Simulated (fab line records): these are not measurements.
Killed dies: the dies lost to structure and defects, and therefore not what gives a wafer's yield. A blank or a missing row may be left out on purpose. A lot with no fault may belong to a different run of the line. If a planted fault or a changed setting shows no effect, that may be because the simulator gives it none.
Comparing a struck lot with a sound one ; flow sky130 ; 20 out of 708 route steps
Sound: wafers L768.1, L768.2, L768.5. Struck: wafers L777.2, L777.5 (left out: L777.3, a lot-mate that was not struck); the cause follows at the end.
Each step with rows lists, per side, the tool, then ch with its chambers, then its first start. Under that, the readings that differ: sound wafers ; struck wafers ; difference of the means ; sigmas: that difference in standard deviations of wafers without a fault.
alike: a reading whose means differ by less than 2 such deviations, as well as words and numbers matching on both sides. not compared: withheld readings; readings where some wafer has no value; bounds like >300 that might hide an equal value; numbers whose values overlap and for which the record gives no deviation.
Wherever a step has rows on one side only, a row that says differs or no value, or a row with sigmas, the two part there. Non-overlapping numbers with no deviation appear without sigmas and do not part them. A reading that every wafer of one side lacks parts them only if that side has two wafers or more.

SKY_FIELD_ISO_BOW_MEAS_00:
  sound on filmMetro-01, day 1 15:00; struck on filmMetro-01, day 3 12:01
  alike: INCOMING_BOW
then, 1 step without rows for these wafers: SKY_FIELD_ISO_OXIDATION_01 (stabilise 600 s, purge 300 s, target thk 12 nm).
SKY_FIELD_ISO_THK_MEAS_02:
  sound on filmMetro-02, day 1 16:59; struck on filmMetro-02, day 3 13:38
  alike: FIELD_ISO_OXIDATION_00_THK
then, 1 step without rows for these wafers: SKY_FIELD_ISO_CVD_03 (deposits Si3N4 from DCS/NH3, target thk 165 nm, time 2830 s).
SKY_FIELD_ISO_THK_MEAS_04:
  sound on filmMetro-01, day 1 20:33; struck on filmMetro-02, day 3 16:29
  alike: FIELD_ISO_CVD_03_THK
then, 5 steps without rows for these wafers: SKY_FIELD_ISO_DEHYDRATE_05 (time 60 s); SKY_FIELD_ISO_HMDS_06 (prime time 60 s); SKY_FIELD_ISO_COAT_07 (resist thk 60 nm); SKY_FIELD_ISO_COAT_08 (resist thk 450 nm); SKY_FIELD_ISO_SOFTBAKE_09 (time 90 s).
SKY_FIELD_ISO_EXPOSE_10: exposes mask FOM, target cd 150 nm.
  sound on krfScanner-01 ch 0, day 2 03:02; struck on krfScanner-01 ch 0, day 4 00:41
  alike: mask, exposureDoseMJCm2
then, 2 steps without rows for these wafers: SKY_FIELD_ISO_PEB_11; SKY_FIELD_ISO_DEVELOP_12 (develop time 60 s).
SKY_FIELD_ISO_CD_MEAS_13: the cd target is 150 nm.
  sound on cdSem-01, day 2 08:44; struck on cdSem-01, day 4 08:49
reading;sound;struck;difference;sigmas
cdNm (nm);148.2 147.5 148.5;94.9 96.3;-52.5;-37
SKY_FIELD_ISO_ETCH_14: etches BARC in N2/H2, stops on SiO2, time 45.9 s, target depth 60 nm.
  sound on rieDiel-04 ch 0,1,3, day 2 08:52; struck on rieDiel-02 ch 1, day 4 08:55
reading;sound;struck;difference;sigmas
model.FIELD_ISO.cdNm (nm);148.3 147.4 147.8;93.58 95.06;-53.51;
  alike: drypumpMotorCurrentA, oesProductAu, throttleValvePct
  not compared: rfHoursCounterH
SKY_FIELD_ISO_ETCH_15: etches the open film in CHF3/O2, stops on Si, target depth 180 nm, time 72 s.
  sound on rieDiel-04 ch 0,1,3, day 2 08:54; struck on rieDiel-02 ch 1, day 4 08:57
  alike: drypumpMotorCurrentA, oesProductAu, throttleValvePct
  not compared: rfHoursCounterH
SKY_FIELD_ISO_STRIP_16: strips in O2/N2.
  sound on plasmaAsher-02 ch 0,1, day 2 08:58; struck on plasmaAsher-03 ch 0, day 4 09:01
  alike: drypumpMotorCurrentA, oesProductAu, stripTimeToEndpointS
  not compared: rfHoursCounterH
SKY_FIELD_ISO_ETCH_17: etches Si in HBr/Cl2/O2, target depth 342 nm, time 97.7 s.
  sound on rieSi-02 ch 0,3, day 2 09:04; struck on rieSi-02 ch 0,2, day 4 09:07
reading;sound;struck;difference;sigmas
model.FIELD_ISO.cdNm (nm);149.3 148.3 151.6;93.16 93.65;-56.33;
  alike: drypumpMotorCurrentA, mfcCl2Sccm, oesProductAu, throttleValvePct
  not compared: rfHoursCounterH
then, 1 step without rows for these wafers: SKY_FIELD_ISO_WET_ETCH_18 (etches Si3N4 in H3PO4, target depth 25 nm, time 286 s).
-- here the record skips 44 days between the struck wafers' starts before and after, leaving off in module FIELD_ISO and picking up in module PAD_OPEN (first step shown: number 708 of the route) --
SKY_PAD_OPEN_PROBE_99:
  rows exist in the record for the struck wafers here (prober-01, day 48 17:35), but not for the sound ones

## WHERE THEY PART
Last at SKY_PAD_OPEN_PROBE_99 as far as this record goes, first at SKY_FIELD_ISO_CD_MEAS_13.

WHY: whatever the simulator had introduced
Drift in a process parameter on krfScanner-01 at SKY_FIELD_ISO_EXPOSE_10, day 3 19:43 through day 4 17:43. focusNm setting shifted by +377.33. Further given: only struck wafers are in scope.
